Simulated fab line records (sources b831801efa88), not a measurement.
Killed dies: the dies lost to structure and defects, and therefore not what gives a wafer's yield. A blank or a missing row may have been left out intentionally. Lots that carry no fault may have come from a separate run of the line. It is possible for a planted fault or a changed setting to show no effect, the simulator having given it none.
A struck lot beside a sound one -- flow sky130 -- 15 steps out of a route of 708
Sound: wafers L264.2, L264.4, L264.5. Struck: wafers L273.2, L273.6 (left out: L273.3, a lot-mate that was not struck); the cause follows at the end.
Per side, at each step with rows, come the tool, then ch with its chambers, and then its first start. Under that, the readings that differ: sound wafers -- struck wafers -- difference of the means -- sigmas: that difference in standard deviations of wafers without a fault.
alike: readings whose means differ by less than 2 such deviations, and words and numbers that are the same on both sides. not compared: withheld readings, readings that some wafer has no value for, bounds like >300 that may hide the same value, and numbers for which the record gives no deviation and whose values overlap.
The two part at a step that has a row with sigmas, a row that says differs or no value, or rows on one side only. Numbers that don't overlap but have no deviation are shown without sigmas and don't part them. A reading that every wafer of one side lacks parts them only if that side has two wafers or more.

first, 5 steps without rows for these wafers: SKY_VIA4_STRIP_13 (strips in O2/N2); SKY_VIA4_STRIP_14 (strips in post etch residue remover, time 1200 s); SKY_VIA4_CLEAN_15 (cleans in IPA, time 180 s); SKY_VIA4_CLEAN_16 (cleans in O3/DIW); SKY_VIA4_SPUTTER_17 (material TiN, target thk 20 nm, time 80 s).
SKY_VIA4_CVD_18: deposits W, target thk 505 nm, time 152.14 s.
  sound on cvd_w-01 ch 0, day 45 17:19; struck on cvd_w-01 ch 0,1, day 47 21:53
  alike: chamber_pressure_Torr, heater_power_w
  not compared: since_wet_clean_h
SKY_VIA4_RS_MEAS_19: measures by four-point-probe.
  struck on film_metro-01, day 47 22:04; sound on film_metro-04, day 45 17:30
  alike: VIA4_W_RS
SKY_VIA4_THK_MEAS_20: measures by xrf.
  struck on film_metro-01, day 47 22:10; sound on film_metro-04, day 45 17:37
  alike: VIA4_W_THK
SKY_VIA4_CMP_21: polishes, stops on SiO2, t overpolish 25 s, target thk 0 nm.
  sound on cmp-02 ch 1,3, day 45 17:43; struck on cmp-02 ch 0,2, day 47 22:32
  alike: motor_current_A, overpolish_run_s, slurry_filter_dp_kPa, time_to_endpoint_s
then, 1 step without rows for these wafers: SKY_METAL5_SPUTTER_00 (material Ti, target thk 15 nm, time 10 s).
SKY_METAL5_SPUTTER_01: material TiN, target thk 20 nm, time 16.7 s.
  struck on pvd_sputter-02, day 47 22:46; sound on pvd_sputter-02, day 45 17:59
  alike: throttle_valve_pct
SKY_METAL5_SPUTTER_02: material AlCu, target thk 1150 nm, time 61.2 s.
  struck on pvd_sputter-02, day 47 22:47; sound on pvd_sputter-02, day 45 18:00
  alike: throttle_valve_pct
SKY_METAL5_SPUTTER_03: material Ti, target thk 5 nm, time 3.3 s.
  struck on pvd_sputter-02, day 47 22:50; sound on pvd_sputter-02, day 45 18:04
reading,sound,struck,difference,sigmas
model.Ti_of_METAL5_SPUTTER_03.thk_nm (nm),5.169 4.851 5.042,6.332 6.449,+1.370,
  alike: throttle_valve_pct
SKY_METAL5_SPUTTER_04: material TiN, target thk 70 nm, time 58.3 s.
  struck on pvd_sputter-02, day 47 22:51; sound on pvd_sputter-02, day 45 18:04
  alike: throttle_valve_pct
following that, these wafers have no rows for 1 step: SKY_PAD_OPEN_PROBE_99.

## WHERE THEY PART
Nowhere in this record.

WHY: whatever the simulator had introduced
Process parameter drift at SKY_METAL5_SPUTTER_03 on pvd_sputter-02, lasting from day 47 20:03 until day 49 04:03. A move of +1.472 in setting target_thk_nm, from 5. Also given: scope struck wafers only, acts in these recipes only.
